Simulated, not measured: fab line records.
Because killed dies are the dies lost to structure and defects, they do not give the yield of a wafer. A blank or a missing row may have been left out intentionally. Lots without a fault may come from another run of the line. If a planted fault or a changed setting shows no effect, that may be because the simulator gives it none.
What tool caused it? :: flow sky130 :: 14 lots, 42 wafers sampled, at 2 steps of a route of 708

## WHAT THE GAUGES READ, wafer by wafer
No reading from a measuring or inspecting step in the record can be judged against a usual standard deviation.

## TOOL THAT RAN EACH LOT (tool first, then ch and the chambers of the sampled wafers, then the start)
lot: L540
SKY_FIELD_ISO_OXIDATION_01: furnace-02 ch 0, day 1 20:40
SKY_NWELL_CLEAN_00: wet bench-04 ch 2, day 2 23:35

lot: L542
SKY_FIELD_ISO_OXIDATION_01: furnace-02 ch 0, day 2 09:55
SKY_NWELL_CLEAN_00: wet bench-03 ch 1, day 3 11:01

lot: L543
SKY_FIELD_ISO_OXIDATION_01: furnace-01 ch 0, day 2 13:55
SKY_NWELL_CLEAN_00: wet bench-01 ch 0, day 3 15:52

lot: L544
SKY_FIELD_ISO_OXIDATION_01: furnace-01 ch 0, day 2 18:28
SKY_NWELL_CLEAN_00: wet bench-01 ch 1, day 3 21:17

lot: L545
SKY_FIELD_ISO_OXIDATION_01: furnace-01 ch 0, day 3 00:15
SKY_NWELL_CLEAN_00: wet bench-01 ch 0, day 4 00:19

lot: L546
SKY_FIELD_ISO_OXIDATION_01: furnace-02 ch 0, day 3 05:06
SKY_NWELL_CLEAN_00: wet bench-03 ch 1, day 4 07:23

lot: L547
SKY_FIELD_ISO_OXIDATION_01: furnace-02 ch 0, day 3 07:47
SKY_NWELL_CLEAN_00: wet bench-03 ch 0, day 4 12:34

lot: L548
SKY_FIELD_ISO_OXIDATION_01: furnace-01 ch 0, day 3 12:49
SKY_NWELL_CLEAN_00: wet bench-01 ch 2, day 4 16:52

lot: L549
SKY_FIELD_ISO_OXIDATION_01: furnace-02 ch 0, day 3 17:25
SKY_NWELL_CLEAN_00: wet bench-01 ch 3, day 4 21:26

lot: L556
SKY_FIELD_ISO_OXIDATION_01: furnace-02, day 5 04:52
SKY_NWELL_CLEAN_00: -

lot: L557
SKY_FIELD_ISO_OXIDATION_01: furnace-01, day 5 09:07
SKY_NWELL_CLEAN_00: -

lot: L558
SKY_FIELD_ISO_OXIDATION_01: furnace-01 ch 0, day 5 14:58
SKY_NWELL_CLEAN_00: wet bench-04 ch 1, day 7 04:14

lot: L559
SKY_FIELD_ISO_OXIDATION_01: furnace-02 ch 0, day 5 20:34
SKY_NWELL_CLEAN_00: wet bench-04 ch 3, day 7 04:05

lot: L561
SKY_FIELD_ISO_OXIDATION_01: furnace-02 ch 0, day 6 05:07
SKY_NWELL_CLEAN_00: wet bench-04 ch 3, day 7 16:34
- SKY_FIELD_ISO_OXIDATION_01: stabilise 600 s, purge 300 s, target thk 12 nm.
- SKY_NWELL_CLEAN_00: cleans in SC1/SC2, time 150 s.

## WHAT THE TOOLS THEMSELVES READ (means of the sampled wafers that have a number; where no wafer has one, the mark that the record gives instead)
SKY_FIELD_ISO_OXIDATION_01.
lot: L540
tool: furnace-02
ox temp c (C): 900.3
ox temp c max: 904.1

lot: L542
tool: furnace-02
ox temp c (C): 899.6
ox temp c max: 903.4

lot: L543
tool: furnace-01
ox temp c (C): 899.9
ox temp c max: 903.2

lot: L544
tool: furnace-01
ox temp c (C): 900.3
ox temp c max: 903.7

lot: L545
tool: furnace-01
ox temp c (C): 899.8
ox temp c max: 903.5

lot: L546
tool: furnace-02
ox temp c (C): 900.0
ox temp c max: 904.0

lot: L547
tool: furnace-02
ox temp c (C): 900.4
ox temp c max: 904.0

lot: L548
tool: furnace-01
ox temp c (C): 899.7
ox temp c max: 903.4

lot: L549
tool: furnace-02
ox temp c (C): 900.2
ox temp c max: 903.4

lot: L556
tool: furnace-02
ox temp c (C): -
ox temp c max: -

lot: L557
tool: furnace-01
ox temp c (C): -
ox temp c max: -

lot: L558
tool: furnace-01
ox temp c (C): 900.8
ox temp c max: 905.2

lot: L559
tool: furnace-02
ox temp c (C): 899.9
ox temp c max: 904.0

lot: L561
tool: furnace-02
ox temp c (C): 900.7
ox temp c max: 904.3

SKY_NWELL_CLEAN_00.
lot: L540
tool: wet bench-04
temp c (C): 69.95

lot: L542
tool: wet bench-03
temp c (C): 69.92

lot: L543
tool: wet bench-01
temp c (C): 69.89

lot: L544
tool: wet bench-01
temp c (C): 69.95

lot: L545
tool: wet bench-01
temp c (C): 70.05

lot: L546
tool: wet bench-03
temp c (C): 70.10

lot: L547
tool: wet bench-03
temp c (C): 69.91

lot: L548
tool: wet bench-01
temp c (C): 69.92

lot: L549
tool: wet bench-01
temp c (C): 69.88

lot: L558
tool: wet bench-04
temp c (C): 70.01

lot: L559
tool: wet bench-04
temp c (C): 69.96

lot: L561
tool: wet bench-04
temp c (C): 70.12

## THE ANSWER, worked out from the rows above alone
Rule: the usual values come from the lots themselves. The widest of any qualifying gaps counts: lots, ordered by their means at a reading, are off when they make up no more than a third of the lots, leave a main group of 4 or more, and stand apart from it by 3 or more times the standard deviation of that group's means. Not used: any main group whose means are identical at the precision the tables above print for the reading. A lot without any number at a reading at which 4 lots or more have one is off too. Where the step has rows for the other lots, those lots are counted as sound. First the gauges in route order, then the tools' own readings, where a lot's mean is used as printed above. At the first step where some lot is off, the reading lying furthest off is the one used; lots without a number count as furthest.
Off: L556, L557 (SKY_FIELD_ISO_OXIDATION_01, ox temp c). Without a number there: L556, L557. The main group has a mean of 900.1 C with a standard deviation of 0.37.
A tool fits if, at that step or a process step before it, it ran every lot that is off, and no sound lot after the first of them. Of those tried, none fits.

## WHAT THE SIMULATOR PUT IN
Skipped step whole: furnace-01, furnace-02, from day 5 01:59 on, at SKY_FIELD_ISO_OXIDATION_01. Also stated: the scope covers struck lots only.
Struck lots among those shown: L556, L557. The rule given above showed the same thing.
